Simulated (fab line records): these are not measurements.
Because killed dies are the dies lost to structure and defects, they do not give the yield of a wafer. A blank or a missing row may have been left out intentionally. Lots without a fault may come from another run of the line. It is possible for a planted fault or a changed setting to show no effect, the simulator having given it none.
fab line records + flow sfq-line
[record]
- lots = 6
- wafers = 18
- last-day = 91
route steps=325 shown M0@28
lots that met no fault: from a run of the same line without faults
start-h: hours from the record's opening day to when the first of the lot's shown wafers began + wait-h: time in hours since the lot's previous step + " the same as in the row above + L1.1+2: a row that stands for several wafers + - either no value or no given start + * or withheld: withheld + < > ~ a bound
route shown NAME@n: a module of which the file shows steps, and the number in the route of the first + usual: mean/standard deviation taken from wafers without a fault + same: alike in all rows + chamber/n: place in a boat + sites: readings site by site + _std_site: standard deviation of those values + _edge_site: inner sites' mean taken away from outer sites' mean + radius-mm: how far each site lies from the wafer's centre + mask NAME#n: copy n + behind: the most recent tool/chamber to have shaped the wafer + hold: why the lot went on hold/how many hours it stayed there/how the hold came to an end + device: which transistor (n, p or np) failed to switch + end of line: the tests these same wafers got at the end of their route + a step given without rows: its recipe and nothing more + killed: the dies lost at the first sort to structure and to defects; this is not the yield of the wafer + map: shows each die of a wafer: x if killed, . if not, _ if none is there
set.NAME: the setting as run; set.NAME@STEP: as run at that earlier step + model.NAME: the simulator's own value behind a step, which no gauge read
lots seen at some steps along the route; tables by step, rows by wafer
services: when a tool's chamber went out of use (start-h, in hours from the record's first day, below 0 if earlier), for how many hours, and the reason
[[steps]]
[step SFQ_TRILAYER_M0_DEP_PRE_CLEAN_020]
[recipe]
- gas = Ar
- time-s = 15
- bias-v = 250
[step SFQ_TRILAYER_M0_DEP_SPUTTER_019]
[recipe]
- material = Nb
- base-pressure-pa = 1.33e-06
- chamber-pressure-pa = 0.1333
- substrate-temp-c = 20
- resputter-cathode-voltage-v = 400
- target-thk-nm = 200
- power-w = 2000
- time-s = 133.3
[usual]
- throttle-valve-pct = 29.9/1
| lot.wafer | tool           | chamber | start-h | wait-h | throttle-valve-pct |
|-----------|----------------|---------|---------|--------|--------------------|
| L401.1    | pvd-sputter-03 | -       | 154.51  | 0.0    | 30.7               |
| L401.2    | "              | -       | "       | "      | 30.5               |
| L401.5    | "              | -       | "       | "      | 31.6               |
| L413.1    | pvd-sputter-04 | -       | 253.71  | 0.0    | 30.6               |
| L413.4    | "              | -       | "       | "      | 29.8               |
| L413.5    | "              | -       | "       | "      | 31.1               |
| L416.1    | pvd-sputter-06 | -       | 279.39  | 0.0    | 28.8               |
| L416.2    | "              | -       | "       | "      | 29.4               |
| L416.4    | "              | -       | "       | "      | 30.1               |
| L417.3    | pvd-sputter-06 | -       | 288.01  | 0.0    | 30.1               |
| L417.4    | "              | -       | "       | "      | 30.3               |
| L417.5    | "              | -       | "       | "      | 29.4               |
| L423.4    | pvd-sputter-06 | -       | 322.74  | 0.0    | 30.4               |
| L423.5    | "              | -       | "       | "      | 30.2               |
| L423.6    | "              | -       | "       | "      | 29.3               |
| L424.2    | pvd-sputter-04 | -       | 329.92  | 0.0    | 29.2               |
| L424.4    | "              | -       | "       | "      | 31.0               |
| L424.6    | "              | -       | "       | "      | 31.2               |
[step SFQ_M0_RS_MEAS_904]
[recipe]
- thk-meas-gauge = four-point-probe
- reads = Nb_of_TRILAYER_M0_DEP_SPUTTER_019
[usual]
- M0_NB_RS = 0.888/0.0098
| lot.wafer | tool          | chamber | start-h | wait-h | M0_NB_RS[ohm/sq] |
|-----------|---------------|---------|---------|--------|------------------|
| L401.1    | film-metro-03 | -       | 154.60  | 0.0    | 0.867            |
| L401.2    | "             | -       | "       | "      | 0.877            |
| L401.5    | "             | -       | "       | "      | 0.868            |
| L413.1    | film-metro-04 | -       | 253.80  | 0.0    | 0.884            |
| L413.4    | "             | -       | "       | "      | 0.884            |
| L413.5    | "             | -       | "       | "      | 0.886            |
| L416.1    | film-metro-04 | -       | 279.48  | 0.0    | 0.891            |
| L416.2    | "             | -       | "       | "      | 0.892            |
| L416.4    | "             | -       | "       | "      | 0.894            |
| L417.3    | film-metro-03 | -       | 288.14  | 0.1    | 0.872            |
| L417.4    | "             | -       | "       | "      | 0.885            |
| L417.5    | "             | -       | "       | "      | 0.882            |
| L423.4    | film-metro-03 | -       | 322.89  | 0.1    | 0.891            |
| L423.5    | "             | -       | "       | "      | 0.888            |
| L423.6    | "             | -       | "       | "      | 0.899            |
| L424.2    | film-metro-03 | -       | 330.03  | 0.1    | 0.867            |
| L424.4    | "             | -       | "       | "      | 0.874            |
| L424.6    | "             | -       | "       | "      | 0.865            |
[step SFQ_TRILAYER_M0_LITHO_COAT_026]
[recipe]
- resist = BARC
- spin-rpm = 3000
- resist-thk-nm = 62
[step SFQ_TRILAYER_M0_LITHO_COAT_021]
[recipe]
- resist = KrF
- spin-rpm = 3000
- resist-thk-nm = 600
[step SFQ_TRILAYER_M0_LITHO_SOFTBAKE_025]
[recipe]
- temp-c = withheld
- time-s = withheld
- resist = KrF
[step SFQ_TRILAYER_M0_LITHO_EXPOSE_022]
[recipe]
- mask-id = M0
- na = 0.6
- source-shape = conventional
- sigma-outer = 0.65
- target-cd-nm = 500
- dose-mj = 14.4
[step SFQ_TRILAYER_M0_LITHO_PEB_024]
[recipe]
- peb-temp-c = 115
- peb-time-s = 60
- resist = KrF
[step SFQ_TRILAYER_M0_LITHO_DEVELOP_023]
[recipe]
- time-s = 60
- resist = KrF
[step SFQ_M0_OVL_MEAS_906]
[usual]
- M0_OVL = 1/5.4
| lot.wafer | tool       | chamber | start-h | wait-h | M0_OVL[nm] |
|-----------|------------|---------|---------|--------|------------|
| L401.1    | overlay-02 | -       | 258.19  | 0.1    | 4          |
| L401.2    | "          | -       | "       | "      | 0          |
| L401.5    | "          | -       | "       | "      | 5          |
| L413.1    | overlay-01 | -       | 367.30  | 0.1    | 3          |
| L413.4    | "          | -       | "       | "      | 0          |
| L413.5    | "          | -       | "       | "      | 5          |
| L416.1    | overlay-01 | -       | 402.10  | 0.1    | -4         |
| L416.2    | "          | -       | "       | "      | -3         |
| L416.4    | "          | -       | "       | "      | -4         |
| L417.3    | overlay-01 | -       | 411.71  | 0.1    | 3          |
| L417.4    | "          | -       | "       | "      | 8          |
| L417.5    | "          | -       | "       | "      | 7          |
| L423.4    | overlay-02 | -       | 448.55  | 0.1    | -2         |
| L423.5    | "          | -       | "       | "      | -6         |
| L423.6    | "          | -       | "       | "      | -2         |
| L424.2    | overlay-01 | -       | 458.27  | 0.1    | -6         |
| L424.4    | "          | -       | "       | "      | -5         |
| L424.6    | "          | -       | "       | "      | -3         |
[step SFQ_TRILAYER_M0_BARC_OPEN_METAL_ETCH_031]
[recipe]
- mask-material = PR
- chemistry = O2
- target-depth-nm = 125
- target = BARC
- icp-w = 600
- bias-w = 80
- pressure-mtorr = 10
- time-s = 41.7
[usual]
- drypump-motor-current-A = 5.9/0.41
- oes-product-au = 0.685/0.0046
- run-length-s = 70.2/0.61
| lot.wafer | tool         | chamber | start-h | wait-h | drypump-motor-current-A | oes-product-au | rf-hours-counter-h | run-length-s |
|-----------|--------------|---------|---------|--------|-------------------------|----------------|--------------------|--------------|
| L401.1    | rie-metal-04 | 0       | 258.23  | 0.0    | 5.1                     | 0.680          | 85                 | 70.5         |
| L401.2    | "            | 0       | "       | "      | 5.1                     | 0.679          | -                  | 70.6         |
| L401.5    | "            | 0       | "       | "      | 5.1                     | 0.692          | -                  | 70.8         |
| L413.1    | rie-metal-03 | 0       | 367.34  | 0.0    | 6.1                     | 0.678          | 69                 | 70.7         |
| L413.4    | "            | 1       | "       | "      | 6.0                     | 0.688          | -                  | 71.1         |
| L413.5    | "            | 1       | "       | "      | 6.0                     | 0.691          | -                  | 70.5         |
| L416.1    | rie-metal-03 | 1       | 402.14  | 0.0    | 6.0                     | 0.684          | 17                 | 70.8         |
| L416.2    | "            | 0       | "       | "      | 6.1                     | 0.687          | 72                 | 70.8         |
| L416.4    | "            | 1       | "       | "      | 6.0                     | 0.685          | -                  | 70.7         |
| L417.3    | rie-metal-03 | 0       | 411.76  | 0.0    | 6.1                     | 0.686          | -                  | 70.4         |
| L417.4    | "            | 1       | "       | "      | 6.0                     | 0.680          | -                  | 70.5         |
| L417.5    | "            | 1       | "       | "      | 6.0                     | 0.687          | -                  | 70.7         |
| L423.4    | rie-metal-01 | 1       | 448.63  | 0.1    | 5.9                     | 0.685          | -                  | 69.2         |
| L423.5    | "            | 1       | "       | "      | 5.9                     | 0.683          | -                  | 69.3         |
| L423.6    | "            | 1       | "       | "      | 5.9                     | 0.680          | -                  | 69.2         |
| L424.2    | rie-metal-01 | 1       | 458.32  | 0.0    | 5.9                     | 0.684          | -                  | 69.9         |
| L424.4    | "            | 1       | "       | "      | 5.9                     | 0.689          | -                  | 69.3         |
| L424.6    | "            | 1       | "       | "      | 5.9                     | 0.691          | -                  | 69.0         |
[step SFQ_TRILAYER_M0_ETCH_METAL_ETCH_024]
[recipe]
- target = Nb
- stop-on = SiO2
- mask-material = PR
- chemistry = Cl2/Ar
- target-depth-nm = 240
- icp-w = 600
- bias-w = 80
- pressure-mtorr = 10
- time-s = 120
[usual]
- drypump-motor-current-A = 5.9/0.41
- oes-product-au = 0.896/0.0067
- run-length-s = 148.5/0.56
| lot.wafer | tool         | chamber | start-h | wait-h | drypump-motor-current-A | oes-product-au | rf-hours-counter-h | run-length-s | model.KrF_of_TRILAYER_M0_LITHO_COAT_021.thk-nm | model.SiO2_of_TRILAYER_L0_CAP_PECVD_011.thk-nm |
|-----------|--------------|---------|---------|--------|-------------------------|----------------|--------------------|--------------|------------------------------------------------|------------------------------------------------|
| L401.1    | rie-metal-04 | 0       | 258.35  | 0.1    | 5.0                     | 0.907          | 86                 | 148.7        | 380.6                                          | 54.3                                           |
| L401.2    | "            | 0       | "       | "      | 5.1                     | 0.902          | -                  | 149.0        | 382                                            | 54.64                                          |
| L401.5    | "            | 0       | "       | "      | 5.1                     | 0.906          | -                  | 149.0        | 382.4                                          | 55                                             |
| L413.1    | rie-metal-03 | 0       | 367.40  | 0.0    | 6.1                     | 0.898          | 69                 | 148.7        | 377.7                                          | 54.85                                          |
| L413.4    | "            | 1       | "       | "      | 6.0                     | 0.897          | -                  | 148.7        | 379.7                                          | 55.73                                          |
| L413.5    | "            | 1       | "       | "      | 6.0                     | 0.896          | -                  | 148.7        | 380.4                                          | 55.13                                          |
| L416.1    | rie-metal-03 | 1       | 402.20  | 0.0    | 6.0                     | 0.896          | 17                 | 148.9        | 383.3                                          | 54.85                                          |
| L416.2    | "            | 0       | "       | "      | 6.1                     | 0.874          | 72                 | 154.3        | 378.2                                          | 53.12                                          |
| L416.4    | "            | 1       | "       | "      | 6.0                     | 0.889          | -                  | 148.9        | 387.7                                          | 55.65                                          |
| L417.3    | rie-metal-03 | 0       | 411.84  | 0.1    | 6.1                     | 0.890          | -                  | 153.8        | 371.1                                          | 53                                             |
| L417.4    | "            | 1       | "       | "      | 6.0                     | 0.900          | -                  | 149.2        | 380.5                                          | 55.32                                          |
| L417.5    | "            | 1       | "       | "      | 6.0                     | 0.899          | -                  | 148.6        | 381.3                                          | 55.37                                          |
| L423.4    | rie-metal-01 | 1       | 448.81  | 0.2    | 5.9                     | 0.898          | -                  | 147.7        | 379.6                                          | 55.05                                          |
| L423.5    | "            | 1       | "       | "      | 5.9                     | 0.896          | -                  | 147.7        | 379.3                                          | 55.2                                           |
| L423.6    | "            | 1       | "       | "      | 5.9                     | 0.893          | -                  | 147.6        | 379.3                                          | 55.02                                          |
| L424.2    | rie-metal-01 | 1       | 458.46  | 0.1    | 5.9                     | 0.908          | -                  | 147.7        | 380.3                                          | 54.68                                          |
| L424.4    | "            | 1       | "       | "      | 5.9                     | 0.901          | -                  | 147.8        | 379.2                                          | 54.91                                          |
| L424.6    | "            | 1       | "       | "      | 5.9                     | 0.917          | -                  | 147.5        | 379.5                                          | 56.11                                          |
[step SFQ_TRILAYER_M0_STRIP_STRIP_025]
[recipe]
- gas = O2
- power-w = 200
- platen-temp-c = 40
- overash-fraction = 0.6742
- chemistry = O2
- pressure-mtorr = 50
[usual]
- drypump-motor-current-A = 5.9/0.41
- oes-product-au = 1.004/0.0068
| lot.wafer | tool         | chamber | start-h | wait-h | drypump-motor-current-A | oes-product-au | rf-hours-counter-h |
|-----------|--------------|---------|---------|--------|-------------------------|----------------|--------------------|
| L401.1    | rie-metal-04 | 0       | 258.60  | 0.2    | 5.1                     | 1.016          | 86                 |
| L401.2    | "            | 0       | "       | "      | 5.1                     | 1.013          | -                  |
| L401.5    | "            | 0       | "       | "      | 5.1                     | 1.012          | -                  |
| L413.1    | rie-metal-03 | 0       | 367.52  | 0.1    | 6.1                     | 1.002          | 69                 |
| L413.4    | "            | 1       | "       | "      | 6.0                     | 1.005          | -                  |
| L413.5    | "            | 1       | "       | "      | 6.0                     | 1.007          | -                  |
| L416.1    | rie-metal-03 | 1       | 402.32  | 0.1    | 6.0                     | 1.007          | 17                 |
| L416.2    | "            | 0       | "       | "      | 6.1                     | 1.010          | 73                 |
| L416.4    | "            | 1       | "       | "      | 6.0                     | 0.992          | -                  |
| L417.3    | rie-metal-03 | 0       | 412.12  | 0.2    | 6.1                     | 1.016          | -                  |
| L417.4    | "            | 1       | "       | "      | 6.0                     | 1.006          | -                  |
| L417.5    | "            | 1       | "       | "      | 6.0                     | 0.999          | -                  |
| L423.4    | rie-metal-01 | 1       | 449.54  | 0.7    | 5.9                     | 1.000          | -                  |
| L423.5    | "            | 1       | "       | "      | 5.9                     | 0.995          | -                  |
| L423.6    | "            | 1       | "       | "      | 5.9                     | 1.006          | -                  |
| L424.2    | rie-metal-01 | 1       | 458.86  | 0.4    | 5.9                     | 1.008          | -                  |
| L424.4    | "            | 1       | "       | "      | 5.9                     | 1.000          | -                  |
| L424.6    | "            | 1       | "       | "      | 5.9                     | 1.005          | -                  |
[[services]]
| tool           | chamber | start-h | hours | kind           |
|----------------|---------|---------|-------|----------------|
| pvd-sputter-04 | -       | 149.92  | 23.8  | repair         |
| pvd-sputter-06 | -       | 167.73  | 2.3   | repair         |
| rie-metal-03   | -       | 169.01  | 2.8   | pm             |
| pvd-sputter-04 | -       | 197.64  | 2.4   | repair         |
| pvd-sputter-04 | -       | 208.55  | 14.3  | repair         |
| pvd-sputter-04 | -       | 222.90  | 4.3   | repair         |
| rie-metal-04   | 1       | 239.92  | 8.4   | repair         |
| rie-metal-03   | 1       | 242.25  | -     | clean          |
| rie-metal-03   | 1       | 242.25  | 17.2  | scheduled-down |
| rie-metal-03   | 1       | 242.25  | 17.2  | vent-cycle     |
| rie-metal-04   | -       | 253.39  | 2.8   | pm             |
| pvd-sputter-04 | -       | 259.74  | 3.3   | repair         |
| pvd-sputter-04 | -       | 267.15  | 3.2   | repair         |
| rie-metal-01   | -       | 287.48  | 1.2   | repair         |
| rie-metal-03   | -       | 330.30  | 10.0  | pm             |
| rie-metal-01   | -       | 344.68  | 1.2   | repair         |
| rie-metal-01   | -       | 364.77  | 14.6  | pm             |
| pvd-sputter-06 | -       | 368.15  | 2.5   | repair         |
| pvd-sputter-06 | -       | 368.43  | 2.4   | repair         |
| rie-metal-01   | 0       | 379.37  | -     | clean          |
| pvd-sputter-06 | -       | 401.37  | 14.4  | repair         |
| rie-metal-01   | 0       | 436.33  | 35.0  | repair         |
| pvd-sputter-06 | -       | 447.40  | 3.3   | repair         |
| rie-metal-04   | -       | 448.85  | 15.6  | pm             |
[[key]]
[first-sign]
- step = SFQ_TRILAYER_M0_ETCH_METAL_ETCH_024
- reading = run-length-s
- direction = up
- sigmas = 10
- usual = *
- struck = *
effect none on later readings
[model-effect]
- step = SFQ_TRILAYER_M0_ETCH_METAL_ETCH_024
- value = KrF_of_TRILAYER_M0_LITHO_COAT_021.thk-nm
- without = 380.6
- struck = 374.7
met-at SFQ_TRILAYER_M0_ETCH_METAL_ETCH_024
struck-wafers L416.2,L417.3
onset-between 367.40 402.20
[fault]
- kind = process-parameter-drift
- tool = rie-metal-03
- chamber = 0
- onset-h = 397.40
- steps = SFQ_TRILAYER_M0_ETCH_METAL_ETCH_024
- channel = time-s
- offset = *
- shape = step
- end-h = 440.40
- acts-in = *
- stated = *
